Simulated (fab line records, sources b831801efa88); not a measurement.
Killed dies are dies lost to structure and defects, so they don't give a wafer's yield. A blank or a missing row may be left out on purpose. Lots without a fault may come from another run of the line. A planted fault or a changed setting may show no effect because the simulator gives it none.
Which tool did it? | flow sky130 | 12 lots, 36 wafers sampled, at 1 step of a route of 708

WHAT THE GAUGES READ, wafer by wafer
SKY_NWELL_OVL_MEAS_10.
lot  | measured     | on         | NWELL_00_OVL (nm)
L075 | day 4 18:47  | overlay-01 | 0.9 0.4 1.3
L077 | day 5 10:53  | overlay-01 | 0.9 0.1 2.4
L079 | day 5 19:44  | overlay-02 | 1.6 1.2 -0.5
L081 | day 6 10:45  | overlay-02 | 1.2 0.1 1.5
L083 | day 6 17:25  | overlay-02 | -3.3 -1.4 -1.0
L085 | day 7 10:05  | overlay-01 | 0.4 -0.2 0.7
L087 | day 7 18:57  | overlay-01 | 1.0 1.2 2.7
L089 | day 8 04:17  | overlay-01 | -1.3 0.4 0.1
L091 | day 8 16:40  | overlay-02 | 2.5 0.2 1.0
L093 | day 9 07:20  | overlay-01 | 1.4 2.8 2.1
L095 | day 9 18:38  | overlay-01 | 1.4 2.8 2.1
L097 | day 10 02:16 | overlay-02 | 0.2 -2.3 -2.3

WHICH TOOL RAN EACH LOT (tool, then ch and the chambers of the sampled wafers, then the start)
The record holds no process step before these readings.

THE ANSWER, worked out from the rows above alone
Rule: what is usual is taken from the lots themselves. Put in order of their means at a reading, lots are off if they are a third of the lots or fewer, leave a main group of 4 or more, and stand apart from it by a gap of 3 or more times the standard deviation of the main group's means; of several such gaps the widest counts. A main group whose means are all the same, to the digits that the tables above print for the reading, isn't used. A lot without any number at a reading at which 4 lots or more have one is off too. The other lots that the step has rows for count as sound.
No lot is off at any reading shown: from this, nothing can be told.

WHAT THE SIMULATOR HAD PUT IN
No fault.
